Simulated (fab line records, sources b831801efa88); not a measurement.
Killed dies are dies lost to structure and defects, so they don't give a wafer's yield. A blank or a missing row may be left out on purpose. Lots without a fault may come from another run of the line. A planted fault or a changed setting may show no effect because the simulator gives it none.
fab line records | flow sky130
record lots=13 wafers=39 last_day=50
route steps=708 shown FIELD_ISO@31 METAL3@534 CAPM@538
lots that met no fault: from a run of the same line without faults
start_h: hours from the record's first day to the start of the lot's first wafer shown | wait_h: hours since the lot's step before | " the same as in the row above | L1.1+2: a row that stands for several wafers | - no value, or no start given | * or withheld: withheld | < > ~ a bound
route shown NAME@n: a module of which the file shows steps, and the number in the route of the first | usual: mean/standard deviation of fault-free wafers | same: alike in all rows | chamber/n: place in a boat | sites: the reading at each site | _std_site: their standard deviation | _edge_site: outer sites' mean less inner sites' | radius_mm: how far each site lies from the wafer's centre | mask NAME#n: copy n | behind: the tool/chamber that last shaped the wafer | hold: why the lot was held/for how many hours/how that ended | device: the transistor (n, p or np) that didn't switch | end of line: the same wafers' tests at the end of the route | a step without rows: its recipe alone | killed: dies lost to structure and defects at the first sort, not the wafer's yield | map: a wafer's dies, x killed, . not, _ none there
set.NAME: the setting as run; set.NAME@STEP: as run at that earlier step | model.NAME: the simulator's own value behind a step, which no gauge read
steps of the route over a sample of lots; a table a step, a row a wafer
services: from which hour (start_h, from the record's first day; less than 0 if before it) a tool's chamber was out of use, for how many hours, and why
## steps
# step SKY_FIELD_ISO_WET_ETCH_30
# recipe chemistry=dHF target_depth_nm=25 target=SiO2 dilution=10:1 temp_c=25 time_s=50
# usual run_length_s=78.5/2.8
# columns lot.wafer tool chamber start_h wait_h run_length_s
L158.3 wet_bench-03 3 33.05 0.0 84.0
L158.4 " 3 " " 84.0
L158.5 " 3 " " 84.0
L160.1 wet_bench-01 2 44.78 0.0 77.8
L160.3 " 2 " " 77.8
L160.5 " 2 " " 77.8
L161.3 wet_bench-01 0 50.58 0.0 76.6
L161.5 " 0 " " 76.6
L161.6 " 0 " " 76.6
L162.1 wet_bench-04 1 56.33 0.0 77.8
L162.4 " 1 " " 77.8
L162.5 " 1 " " 77.8
L163.1 wet_bench-01 1 64.01 0.0 81.1
L163.3 " 1 " " 81.1
L163.5 " 1 " " 81.1
L166.1 wet_bench-01 3 75.98 0.0 76.6
L166.3 " 3 " " 76.6
L166.6 " 3 " " 76.6
L167.2 wet_bench-04 3 79.42 0.0 83.5
L167.4 " 3 " " 83.5
L167.6 " 3 " " 83.5
L169.1 wet_bench-01 1 92.78 0.0 75.1
L169.5 " 1 " " 75.1
L169.6 " 1 " " 75.1
L170.1 wet_bench-03 1 94.23 0.0 77.9
L170.2 " 1 " " 77.9
L170.5 " 1 " " 77.9
L175.1 wet_bench-01 0 121.47 0.0 56.0
L175.2 " 0 " " 56.0
L175.3 " 0 " " 56.0
L176.1 wet_bench-03 3 127.03 0.0 75.9
L176.5 " 3 " " 75.9
L176.6 " 3 " " 75.9
L180.2 wet_bench-03 3 150.27 0.0 83.2
L180.3 " 3 " " 83.2
L180.5 " 3 " " 83.2
L181.1 wet_bench-03 0 156.82 0.0 83.9
L181.5 " 0 " " 83.9
L181.6 " 0 " " 83.9
# step SKY_METAL3_SPUTTER_02
# recipe material=AlCu target_thk_nm=735 power_w=10600 time_s=39.1 chamber_pressure_pa=0.4
# usual throttle_valve_pct=30.4/0.93
# same time_s=39.1
# columns lot.wafer tool chamber start_h wait_h throttle_valve_pct
L158.3 pvd_sputter-02 - 842.53 0.0 30.8
L158.4 " - " " 30.8
L158.5 " - " " 29.7
L160.1 pvd_sputter-01 - 862.89 0.0 29.4
L160.3 " - " " 31.9
L160.5 " - " " 30.3
L161.3 pvd_sputter-03 - 878.11 0.0 30.6
L161.5 " - " " 31.1
L161.6 " - " " 30.8
L162.1 pvd_sputter-01 - 879.06 0.0 31.9
L162.4 " - " " 28.5
L162.5 " - " " 29.6
L163.1 pvd_sputter-02 - 893.44 0.0 29.5
L163.3 " - " " 31.3
L163.5 " - " " 30.9
L167.2 pvd_sputter-02 - 920.39 0.0 30.9
L167.4 " - " " 31.4
L167.6 " - " " 31.0
L166.1 pvd_sputter-02 - 924.05 0.0 30.8
L166.3 " - " " 31.2
L166.6 " - " " 31.2
L169.1 pvd_sputter-01 - 933.86 0.0 30.6
L169.5 " - " " 30.3
L169.6 " - " " 31.9
L170.1 pvd_sputter-03 - 940.20 0.0 30.9
L170.2 " - " " 29.3
L170.5 " - " " 29.3
L176.1 pvd_sputter-02 - 973.88 0.0 31.1
L176.5 " - " " 29.4
L176.6 " - " " 31.0
L175.1 pvd_sputter-01 - 976.92 0.0 29.7
L175.2 " - " " 28.8
L175.3 " - " " 31.7
L180.2 pvd_sputter-02 - 1006.80 0.0 29.7
L180.3 " - " " 31.2
L180.5 " - " " 31.0
L181.1 pvd_sputter-02 - 1013.54 0.0 31.3
L181.5 " - " " 31.2
L181.6 " - " " 29.6
# step SKY_CAPM_THK_MEAS_01
# recipe reads=SiO2_of_CAPM_CVD_00
# usual CAPM_CVD_00_THK=15.56/0.28
# columns lot.wafer tool chamber start_h wait_h CAPM_CVD_00_THK[nm]
L158.3 film_metro-04 - 842.67 - 15.84
L158.4 " - " " 15.52
L158.5 " - " " 16.38
L160.1 film_metro-03 - 863.02 - 15.49
L160.3 " - " " 15.31
L160.5 " - " " 15.54
L161.3 film_metro-04 - 878.26 - 15.58
L161.5 " - " " 15.76
L161.6 " - " " 15.71
L162.1 film_metro-04 - 879.19 - 15.68
L162.4 " - " " 15.51
L162.5 " - " " 15.91
L163.1 film_metro-02 - 893.56 - 14.95
L163.3 " - " " 15.54
L163.5 " - " " 15.67
L167.2 film_metro-03 - 920.53 - 14.83
L167.4 " - " " 15.83
L167.6 " - " " 15.78
L166.1 film_metro-04 - 924.19 - 15.54
L166.3 " - " " 15.93
L166.6 " - " " 16.10
L169.1 film_metro-03 - 933.99 - 15.35
L169.5 " - " " 15.50
L169.6 " - " " 15.77
L170.1 film_metro-04 - 940.33 - 15.57
L170.2 " - " " 15.34
L170.5 " - " " 15.68
L176.1 film_metro-04 - 974.01 - 15.46
L176.5 " - " " 15.38
L176.6 " - " " 15.72
L175.1 film_metro-02 - 977.05 - 15.72
L175.2 " - " " 15.45
L175.3 " - " " 15.73
L180.2 film_metro-02 - 1006.93 - 15.71
L180.3 " - " " 15.37
L180.5 " - " " 16.15
L181.1 film_metro-02 - 1013.67 - 15.53
L181.5 " - " " 15.93
L181.6 " - " " 15.91
# step SKY_METAL3_CD_MEAS_13
# recipe target_cd_nm=300
# usual cd_nm=299.7/1.5
# columns lot.wafer tool chamber start_h wait_h cd_nm
L158.3 cd_sem-01 - 895.40 - 297.6
L158.4 " - " " 298.2
L158.5 " - " " 296.9
L160.1 cd_sem-02 - 913.42 - 299.9
L160.3 " - " " 299.2
L160.5 " - " " 299.8
L161.3 cd_sem-01 - 928.57 - 298.5
L161.5 " - " " 299.7
L161.6 " - " " 298.9
L162.1 cd_sem-02 - 929.27 - 302.8
L162.4 " - " " 301.1
L162.5 " - " " 301.4
L163.1 cd_sem-01 - 944.52 - 299.3
L163.3 " - " " 298.0
L163.5 " - " " 297.8
L167.2 cd_sem-02 - 971.44 - 299.7
L167.4 " - " " 300.0
L167.6 " - " " 299.9
L166.1 cd_sem-01 - 973.58 - 297.9
L166.3 " - " " 297.1
L166.6 " - " " 297.6
L169.1 cd_sem-02 - 982.92 - 300.4
L169.5 " - " " 298.6
L169.6 " - " " 300.5
L170.1 cd_sem-02 - 988.93 - 301.9
L170.2 " - " " 301.9
L170.5 " - " " 303.8
L176.1 cd_sem-01 - 1020.97 - 299.1
L176.5 " - " " 298.0
L176.6 " - " " 298.8
L175.1 cd_sem-02 - 1023.92 - 302.6
L175.2 " - " " 300.9
L175.3 " - " " 301.9
L180.2 cd_sem-01 - 1052.44 - 299.2
L180.3 " - " " 300.7
L180.5 " - " " 299.5
L181.1 cd_sem-02 - 1059.33 - 300.7
L181.5 " - " " 299.5
L181.6 " - " " 299.8
## services
# columns tool chamber start_h hours kind
pvd_sputter-01 - 24.18 5.5 repair
pvd_sputter-03 - 68.24 2.3 repair
pvd_sputter-03 - 96.72 7.4 repair
pvd_sputter-01 - 114.08 6.6 repair
pvd_sputter-01 - 144.50 1.9 repair
pvd_sputter-01 - 157.18 2.7 repair
pvd_sputter-02 - 216.20 6.0 repair
pvd_sputter-02 - 234.37 0.9 repair
pvd_sputter-02 - 323.69 6.5 repair
pvd_sputter-01 - 338.34 6.0 repair
pvd_sputter-01 - 436.81 4.5 repair
wet_bench-01 - 568.89 0.6 repair
wet_bench-03 - 621.13 89.4 repair
wet_bench-03 - 746.55 2.5 repair
pvd_sputter-02 - 792.13 35.0 repair
pvd_sputter-01 - 801.92 4.3 repair
pvd_sputter-02 - 811.43 4.6 repair
wet_bench-03 - 816.73 4.4 pm
pvd_sputter-02 - 823.34 5.6 repair
pvd_sputter-01 - 853.17 3.4 repair
pvd_sputter-01 - 905.09 2.3 repair
wet_bench-01 - 943.40 1.9 pm
pvd_sputter-02 - 947.45 3.3 repair
wet_bench-01 - 971.24 0.8 repair
## key
first_sign step=SKY_FIELD_ISO_WET_ETCH_30 reading=run_length_s direction=down sigmas=8.1 usual=* struck=*
effect none on later readings
met_at SKY_FIELD_ISO_WET_ETCH_30
struck_lots L175
struck_wafers L175.1,L175.2,L175.3
tester_left_out L175
not_acting_at SKY_METAL3_SPUTTER_02,SKY_CAPM_THK_MEAS_01,SKY_METAL3_CD_MEAS_13
onset_between 50.58 121.47
fault kind=process_parameter_drift tool=wet_bench-01 chamber=0 onset_h=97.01 steps=SKY_FIELD_ISO_WET_ETCH_30 channel=time_s offset=* shape=step end_h=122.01 acts_in=* stated=*
# tester_left_out: of these lots the tester's yield and bins aren't shown, on N5 and GAA mostly nor the transistor test; their killed dies are dies lost to structure and defects alone, not to doping, threshold or leakage, so they don't give the yield
